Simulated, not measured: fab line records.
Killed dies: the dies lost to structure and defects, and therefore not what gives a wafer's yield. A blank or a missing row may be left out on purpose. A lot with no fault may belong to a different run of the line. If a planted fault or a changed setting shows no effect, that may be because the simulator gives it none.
Check for tools in common | flow gf180mcu | Sample size 12 lots and 36 wafers

WHY THIS WAS OPENED
On 3 of the 12 lots, a flag is raised at GF_V2_CD_MEAS_14 on the reading cd_nm. Wafers without a fault read 260.0 nm, standard deviation 1.3.
Rule: a lot gets a flag if all its wafers with a number sit over 4 standard deviations from that mean, or if no wafer of it has a number. The other lots count as sound.

lot  | measured     | on        | cd_nm (nm), wafer by wafer | flag
L893 | day 20 15:09 | cd_sem-01 | 262.0 263.3 260.8          |
L898 | day 22 08:09 | cd_sem-02 | 261.2 262.1 261.4          |
L899 | day 22 20:04 | cd_sem-01 | 257.9 258.0 256.9          |
L905 | day 24 16:08 | cd_sem-02 | 259.0 259.3 258.5          |
L906 | day 24 23:48 | cd_sem-01 | 257.6 257.6 258.5          |
L907 | day 25 09:29 | cd_sem-02 | 258.8 258.6 258.6          |
L908 | day 25 21:10 | cd_sem-02 | 259.9 259.4 258.8          |
L909 | day 26 03:17 | cd_sem-02 | 260.9 260.0 259.8          |
L910 | day 26 08:31 | cd_sem-02 | 270.5 269.9 270.6          | FLAGGED
L911 | day 26 14:27 | cd_sem-01 | 269.1 269.9 270.6          | FLAGGED
L912 | day 27 00:52 | cd_sem-02 | 267.6 266.4 268.6          | FLAGGED
L915 | day 28 03:19 | cd_sem-01 | 260.3 261.6 261.8          |
The numbers of the flagged lots are 269.2 nm on average: +9.2 nm against the usual, or +7 standard deviations.

LOT BY LOT: THE TOOL USED
2 process steps preceding the reading are held in the record, out of 602 steps in the route. Read each cell as the tool, then ch plus the chambers that the sampled wafers visited, then the start.
lot  | flag    | GF_V2_CVD_02                    | GF_V2_COAT_09
L893 |         | pecvd-01 ch 0,2, day 19 13:53   | litho_track-03 ch 0, day 20 02:00
L898 |         | pecvd-02 ch 0,1, day 21 07:34   | litho_track-03 ch 0, day 21 20:00
L899 |         | pecvd-04 ch 0,2, day 21 19:50   | litho_track-03 ch 0, day 22 08:00
L905 |         | pecvd-02 ch 1,2, day 23 17:36   | litho_track-01 ch 0, day 24 04:00
L906 |         | pecvd-02 ch 1,2, day 24 01:43   | litho_track-03 ch 0, day 24 12:00
L907 |         | pecvd-04 ch 0,2, day 24 11:02   | litho_track-01 ch 0, day 24 22:00
L908 |         | pecvd-01 ch 1,2, day 24 22:23   | litho_track-03 ch 0, day 25 09:00
L909 |         | pecvd-04 ch 0,2, day 25 05:11   | litho_track-02 ch 0, day 25 16:00
L910 | FLAGGED | pecvd-01 ch 0,1,2, day 25 11:17 | litho_track-03 ch 0, day 25 22:00
L911 | FLAGGED | pecvd-04 ch 0,1, day 25 16:34   | litho_track-03 ch 0, day 26 03:00
L912 | FLAGGED | pecvd-04 ch 0,1,2, day 26 02:41 | litho_track-03 ch 0, day 26 13:00
L915 |         | pecvd-01 ch 0,1,2, day 27 06:38 | litho_track-02 ch 0, day 27 17:00
What the steps here do:
- GF_V2_CVD_02: deposits SiO2 from TEOS, target thk 850 nm, time 94.851 s.
- GF_V2_COAT_09: resist thk 1000 nm.
- GF_V2_CD_MEAS_14: target cd 260 nm.

FLAGGED OVER TOTAL, TOOL BY TOOL (the gauges that took the reading come last)
step             | tool           | lots run | flagged | share of the flagged lots | sound lots run after its first flagged lot
GF_V2_CVD_02     | pecvd-01       | 4        | 1       | some                      | 1 (L915)
GF_V2_CVD_02     | pecvd-02       | 3        | 0       | none                      | -
GF_V2_CVD_02     | pecvd-04       | 5        | 2       | some                      | 0
GF_V2_COAT_09    | litho_track-01 | 2        | 0       | none                      | -
GF_V2_COAT_09    | litho_track-02 | 2        | 0       | none                      | -
GF_V2_COAT_09    | litho_track-03 | 8        | 3       | all                       | 0
GF_V2_CD_MEAS_14 | cd_sem-01      | 5        | 1       | some                      | 1 (L915)
GF_V2_CD_MEAS_14 | cd_sem-02      | 7        | 2       | some                      | 0

THE TABLE: WHAT IT ALLOWS
1 row of the table ran every flagged lot: litho_track-03 at GF_V2_COAT_09.
- litho_track-03 at GF_V2_COAT_09: 3 of its 8 lots flagged. Its last sound lot is L908 (day 25 09:00), its first flagged lot L910 (day 25 22:00): a fault that began between those two fits.
Left over: one tool, litho_track-03 at GF_V2_COAT_09.

WHAT THE SIMULATOR HAD INSERTED
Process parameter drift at GF_V2_COAT_09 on litho_track-03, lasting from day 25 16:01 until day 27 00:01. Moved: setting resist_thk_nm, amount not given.
Struck lots among those shown: L910, L911, L912. The rule above found the same.
